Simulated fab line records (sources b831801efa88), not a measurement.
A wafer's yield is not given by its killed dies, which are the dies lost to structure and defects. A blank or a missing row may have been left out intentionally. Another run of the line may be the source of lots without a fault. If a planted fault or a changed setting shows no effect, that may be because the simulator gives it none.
A struck lot beside a sound one | flow sky130 | 34 steps out of a route of 708
Sound: wafers L551.2, L551.4, L551.6. Wafers struck: L568.2, L568.5, L568.6. At the end, the cause is stated.
For every step that has rows: the tool of each side, followed by ch and its chambers, followed by its first start. Under that, the readings that differ: sound wafers | struck wafers | difference of the means | sigmas: that difference in standard deviations of wafers without a fault.
alike: words and numbers the same on both sides, and readings whose means are apart by under 2 such deviations; not compared: readings that were withheld, readings missing a value for some wafer, numbers with overlapping values and no deviation given by the record, and bounds like >300 which may hide the same value.
Wherever a step has rows on one side only, a row that says differs or no value, or a row with sigmas, the two part there. Numbers that don't overlap but have no deviation are shown without sigmas and don't part them. Lack of a reading on every wafer of one side parts them only where that side has two or more wafers.

first, 7 steps without rows for these wafers: SKY_SONOS_TUNNEL_DEVELOP_06 (develop time 60 s); SKY_SONOS_TUNNEL_IMPLANT_09; SKY_SONOS_TUNNEL_WET_ETCH_10 (etches SiO2 in dHF, target depth 14 nm, time 280 s); SKY_SONOS_TUNNEL_STRIP_11 (strips in SPM, time 600 s); SKY_SONOS_TUNNEL_CLEAN_13 (cleans in dHF, time 20 s); SKY_SONOS_ONO_OXIDATION_00 (stabilise 600 s, purge 300 s, target thk 2.6 nm); SKY_SONOS_ONO_CVD_02 (deposits Si3N4 from DCS/NH3, target thk 10.5 nm, time 180 s).
SKY_SONOS_ONO_CVD_04: deposits SiO2 from SiH4/N2O, target thk 5.7199 nm.
  sound on lpcvd-03 ch 0, day 11 06:56; struck on lpcvd-03 ch 1, day 17 03:25
reading                                   | sound           | struck            | difference | sigmas
model.SiO2_of_SONOS_ONO_CVD_04.thkNm (nm) | 5.757 5.751 5.8 | 7.743 7.862 7.779 | +2.025     | 
SKY_SONOS_ONO_THK_MEAS_05:
  sound: filmMetro-01 at day 11 08:11; struck: filmMetro-03 at day 17 04:40
reading                   | sound          | struck         | difference | sigmas
SONOS_ONO_CVD_04_THK (nm) | 5.78 5.73 5.78 | 7.73 7.82 7.78 | +2.01      | +15
then, 23 steps without rows for these wafers: SKY_SONOS_ONO_DEHYDRATE_06 (time 60 s); SKY_SONOS_ONO_HMDS_07 (prime time 60 s); SKY_SONOS_ONO_COAT_08 (resist thk 1140 nm); SKY_SONOS_ONO_SOFTBAKE_09 (time 60 s); SKY_SONOS_ONO_EXPOSE_10 (exposes mask ONOM, target cd 410 nm); SKY_SONOS_ONO_PEB_11; SKY_SONOS_ONO_DEVELOP_12 (develop time 60 s); SKY_SONOS_ONO_ETCH_15 (etches the open film in CHF3/O2, target depth 19.52 nm, time 7.8 s); SKY_SONOS_ONO_WET_ETCH_16 (etches SiO2 in dHF, target depth 14 nm, time 280 s); SKY_SONOS_ONO_STRIP_17 (strips in O2/N2); SKY_SONOS_ONO_WET_ETCH_18 (etches Si3N4 in H3PO4, target depth 15 nm, time 172 s); SKY_GATE_OXIDE_CLEAN_00 (cleans in SC1/SC2, time 150 s); SKY_GATE_OXIDE_OXIDATION_01 (stabilise 600 s, purge 300 s, target thk 10.268 nm); SKY_GATE_OXIDE_DEHYDRATE_03 (time 60 s); SKY_GATE_OXIDE_HMDS_04 (prime time 60 s); SKY_GATE_OXIDE_COAT_05 (resist thk 1140 nm); SKY_GATE_OXIDE_SOFTBAKE_06 (time 60 s); SKY_GATE_OXIDE_EXPOSE_07 (exposes mask LVOM, target cd 600 nm); SKY_GATE_OXIDE_PEB_08; SKY_GATE_OXIDE_DEVELOP_09 (develop time 60 s); SKY_GATE_OXIDE_IMPLANT_11; SKY_GATE_OXIDE_WET_ETCH_12 (etches SiO2 in dHF, target depth 16.8 nm, time 336 s); SKY_GATE_OXIDE_STRIP_13 (strips in O2/N2).
-- here the record skips 17 days between the struck wafers' starts before and after, leaving off in module GATE_OXIDE and picking up in module LI_CONTACT (first step shown: number 376 of the route) --
SKY_LI_CONTACT_ETCH_14: etches BARC in N2/H2, stops on SiO2, time 45.9 s, target depth 60 nm.
  sound on rieDiel-03 ch 1,2,3, day 28 17:50; struck on rieDiel-01 ch 0,1,2, day 34 14:35
reading                                   | sound             | struck            | difference | sigmas
model.SiO2_of_SONOS_ONO_CVD_04.thkNm (nm) | 4.225 4.221 4.273 | 6.223 6.342 6.255 | +2.034     | 
  alike: biasW, drypumpMotorCurrentA, oesProductAu, throttleValvePct
  not compared: rfHoursCounterH
-- here the record skips 15 days between the struck wafers' starts before and after, leaving off in module LI_CONTACT and picking up in module PAD_OPEN (first step shown: number 708 of the route) --
SKY_PAD_OPEN_PROBE_99:
  sound: prober-02 at day 45 11:47; struck: prober-02 at day 49 16:57
reading                                 | sound                | struck                 | difference | sigmas
model.etest.sonosErased.driveUaUm       | 177.5 202.3 226.2    | 62.89 56.77 44.09      | -147.42    | 
model.etest.sonosUncharged.rOnOhmUm     | 833.2 831.6 803.3    | 869.6 901 867.4        | +56.6      | 
model.etest.sonosProgrammed.offLog10AUm | -14.09 -14.02 -13.93 | -5.655 -5.628 -5.865   | +8.297     | 
model.etest.capOno.gateBvV (V)          | 17.01 16.87 16.22    | 18.19 18.81 18.93      | +1.94      | 
model.etest.capOno.toxAccNm (nm)        | 12.91 12.98 13.06    | 14.93 15.09 15.04      | +2.04      | 
model.etest.sonosErased.vtV (V)         | -2.284 -2.271 -2.279 | -1.002 -0.9185 -0.9537 | +1.320     | 
model.etest.sonosProgrammed.vtV (V)     | 1.453 1.418 1.37     | 0.141 0.09333 0.1477   | -1.286     | 
model.etest.capOno.underFloor           | 0 0 0                | 1 1 1                  | +1         | 
  alike: killed_at_M0_to_M3, killed_at_M4_up, killedAtContacts, killedAtFrontEnd, killedAtOther, killedDies, killedOpen, killedShort

== WHERE THEY PART ==
Only at SKY_SONOS_ONO_THK_MEAS_05, as far as this record shows. Later steps at which nothing parts them and some readings are alike: SKY_LI_CONTACT_ETCH_14, SKY_PAD_OPEN_PROBE_99.

WHY: what had been put in by the simulator
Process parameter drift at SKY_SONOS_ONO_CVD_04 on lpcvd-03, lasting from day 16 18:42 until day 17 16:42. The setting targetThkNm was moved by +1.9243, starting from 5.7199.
